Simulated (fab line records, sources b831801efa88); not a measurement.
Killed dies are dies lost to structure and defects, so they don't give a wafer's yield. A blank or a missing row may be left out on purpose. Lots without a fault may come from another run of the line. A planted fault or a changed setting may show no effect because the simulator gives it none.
A struck lot beside a sound one | flow sky130 | 20 steps out of a route of 708
Sound: wafers L454.2, L454.3, L454.6. Struck: wafers L456.4, L456.5, L456.6. The cause comes at the end.
At each step with rows: each side's tool, then ch and its chambers, then its first start. Under that, the readings that differ: sound wafers | struck wafers | difference of the means | sigmas: that difference in standard deviations of wafers without a fault.
alike: readings whose means differ by less than 2 such deviations, and words and numbers that are the same on both sides. not compared: withheld readings, readings that some wafer has no value for, bounds like >300 that may hide the same value, and numbers for which the record gives no deviation and whose values overlap.
The two part at a step that has a row with sigmas, a row that says differs or no value, or rows on one side only. Numbers that don't overlap but have no deviation are shown without sigmas and don't part them. A reading that every wafer of one side lacks parts them only if that side has two wafers or more.

first, 6 steps without rows for these wafers: SKY_VT_ADJUST_PCH_HMDS_01 (prime time 60 s); SKY_VT_ADJUST_PCH_COAT_02 (resist thk 3000 nm); SKY_VT_ADJUST_PCH_SOFTBAKE_03; SKY_VT_ADJUST_PCH_EXPOSE_04 (exposes mask NWM, target cd 840 nm); SKY_VT_ADJUST_PCH_PEB_05; SKY_VT_ADJUST_PCH_DEVELOP_06 (develop time 60 s).
SKY_VT_ADJUST_PCH_OVL_MEAS_07:
  sound on overlay-02, day 11 20:52; struck on overlay-02, day 12 13:10
  alike: VT_ADJUST_PCH_OVL
then, 1 step without rows for these wafers: SKY_VT_ADJUST_PCH_IMPLANT_08.
SKY_VT_ADJUST_PCH_STRIP_09: strips in O2/N2.
  sound on plasma_asher-04 ch 0,1, day 11 21:02; struck on plasma_asher-03 ch 0,1, day 12 13:22
  reading                      | sound             | struck            | difference | sigmas
  strip_time_to_endpoint_s (s) | 36.82 36.75 36.80 | 37.02 36.95 37.00 | +0.20      | +2
  alike: drypump_motor_current_A, oes_product_au
  not compared: rf_hours_counter_h
SKY_VT_ADJUST_PCH_TW_MEAS_10:
  sound on film_metro-04, day 11 21:09; struck on film_metro-04, day 12 13:28
  alike: VT_ADJUST_PCH_TW
then, 2 steps without rows for these wafers: SKY_SONOS_TUNNEL_DEHYDRATE_00 (time 60 s); SKY_SONOS_TUNNEL_HMDS_01 (prime time 60 s).
SKY_SONOS_TUNNEL_COAT_02: resist thk 1140 nm.
  sound on litho_track-03 ch 0, day 12 09:07; struck on litho_track-02, day 13 01:13
  no value came back on the struck wafers for chill_plate_temp_C (C), dispense_pressure_kPa (kPa); on the sound wafers chill_plate_temp_C (C) reads 22.96 22.97 22.83
then, 4 steps without rows for these wafers: SKY_SONOS_TUNNEL_SOFTBAKE_03 (time 60 s); SKY_SONOS_TUNNEL_EXPOSE_04 (exposes mask TUNM, target cd 410 nm); SKY_SONOS_TUNNEL_PEB_05; SKY_SONOS_TUNNEL_DEVELOP_06 (develop time 60 s).
SKY_SONOS_TUNNEL_CD_MEAS_07: target cd 410 nm.
  sound on cd_sem-01, day 12 21:49; struck on cd_sem-02, day 13 13:57
  reading    | sound             | struck | difference                    | sigmas
  cd_nm (nm) | 407.2 405.2 407.3 | - - -  | no value on the struck wafers |
SKY_SONOS_TUNNEL_OVL_MEAS_08:
  sound on overlay-02, day 12 21:56; struck on overlay-02, day 13 14:01
  reading               | sound          | struck | difference                    | sigmas
  SONOS_TUNNEL_OVL (nm) | -0.5 -0.1 -0.5 | - - -  | no value on the struck wafers |
-- the record jumps here: 34 days lie between the struck wafers' starts before and after (it left off in module SONOS_TUNNEL and takes up again in module PAD_OPEN, whose first step shown is number 708 of the route) --
SKY_PAD_OPEN_PROBE_99:
  the record has rows for the struck wafers here (prober-01, day 47 15:02) and none for the sound ones

WHERE THEY PART
First at SKY_VT_ADJUST_PCH_STRIP_09; last, within this record, at SKY_PAD_OPEN_PROBE_99.

WHY: what the simulator had put in
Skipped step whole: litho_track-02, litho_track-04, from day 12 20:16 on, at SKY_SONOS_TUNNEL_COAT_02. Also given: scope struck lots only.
